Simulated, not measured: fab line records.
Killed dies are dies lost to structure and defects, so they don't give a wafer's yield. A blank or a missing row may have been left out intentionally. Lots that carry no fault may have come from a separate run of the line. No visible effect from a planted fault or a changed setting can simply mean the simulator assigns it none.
A lot that was struck, set against a sound lot || flow gf180mcu || 14 steps out of a route of 602
Sound: the wafers L114.1, L114.2, L114.3. The struck wafers were L122.1, L122.3, L122.4. The cause is named last.
At each step with rows: each side's tool, then ch and its chambers, then its first start. Under that, the readings that differ: sound wafers || struck wafers || difference of the means || sigmas: that difference in standard deviations of wafers without a fault.
alike: words and numbers the same on both sides, and readings whose means are apart by under 2 such deviations; not compared: readings that were withheld, readings missing a value for some wafer, numbers with overlapping values and no deviation given by the record, and bounds like >300 which may hide the same value.
The two part at a step that has a row with sigmas, a row that says differs or no value, or rows on one side only. When numbers do not overlap yet have no deviation, they are printed without sigmas and do not part them. A reading that every wafer of one side lacks parts them only if that side has two wafers or more.

first, 5 steps without rows for these wafers: GF_M5_COAT_02 (resist thk 1000 nm); GF_M5_SOFTBAKE_03 (time 60 s); GF_M5_EXPOSE_04 (exposes mask Metal5, target cd 280 nm); GF_M5_PEB_05 (peb time 90 s); GF_M5_DEVELOP_06 (develop time 60 s).
GF_M5_CD_MEAS_07 targets a cd of 280 nm.
  sound on cd_sem-02 at day 28 05:28; struck on cd_sem-02 at day 30 08:58
  alike: cd_nm
GF_M5_OVL_MEAS_08:
  sound on overlay-02 at day 28 05:35; struck on overlay-01 at day 30 09:05
  alike: M5_OVL
GF_M5_ETCH_09: etches Si3N4 in CF4/O2, target depth 52 nm, time 11.6 s.
  sound on rie_diel-02 ch 0,1,3, day 28 05:37; struck on rie_diel-02 ch 0,1,2, day 30 09:08
  alike: O2_flow_sccm, drypump_motor_current_A, oes_product_au, throttle_valve_pct
  not compared: rf_hours_counter_h
GF_M5_METAL_ETCH_10: etches the open film in Cl2/BCl3, stops on SiO2, target depth 627.5 nm, time 104.6 s.
  sound on rie_metal-04 ch 0,1, day 28 05:39; struck on rie_metal-02 ch 0,1, day 30 09:09
  alike: drypump_motor_current_A, oes_product_au, throttle_valve_pct
  not compared: rf_hours_counter_h
GF_M5_STRIP_11: strips in O2/N2.
  sound on plasma_asher-04 ch 0,1, day 28 05:46; struck on plasma_asher-04 ch 0,1, day 30 09:16
  alike: drypump_motor_current_A, heater_power_w, o2_flow_sccm, oes_product_au, strip_time_to_endpoint_s
  not compared: rf_hours_counter_h
then, 2 steps without rows for these wafers: GF_M5_STRIP_12 (strips in post etch residue remover, time 1200 s); GF_M5_CLEAN_13 (cleans in DIW).
GF_V5_CVD_00: deposits SiO2, target thk 300 nm, time 50 s.
  sound on hdpcvd-01 ch 0,1,2, day 28 06:17; struck on hdpcvd-02 ch 0,2, day 30 09:47
  no value came back on the struck wafers for pressure_mtorr (mTorr), run_length_s (s); on the sound wafers pressure_mtorr (mTorr) reads 6.002 5.998 5.995
GF_PASSIVATION_PROBE_99:
  rows exist in the record for the sound wafers here (prober-01, day 30 21:37), none for the struck ones

WHERE THEY PART
At GF_V5_CVD_00 first; at GF_PASSIVATION_PROBE_99 last (within this record only).

WHY: what the simulator had put in
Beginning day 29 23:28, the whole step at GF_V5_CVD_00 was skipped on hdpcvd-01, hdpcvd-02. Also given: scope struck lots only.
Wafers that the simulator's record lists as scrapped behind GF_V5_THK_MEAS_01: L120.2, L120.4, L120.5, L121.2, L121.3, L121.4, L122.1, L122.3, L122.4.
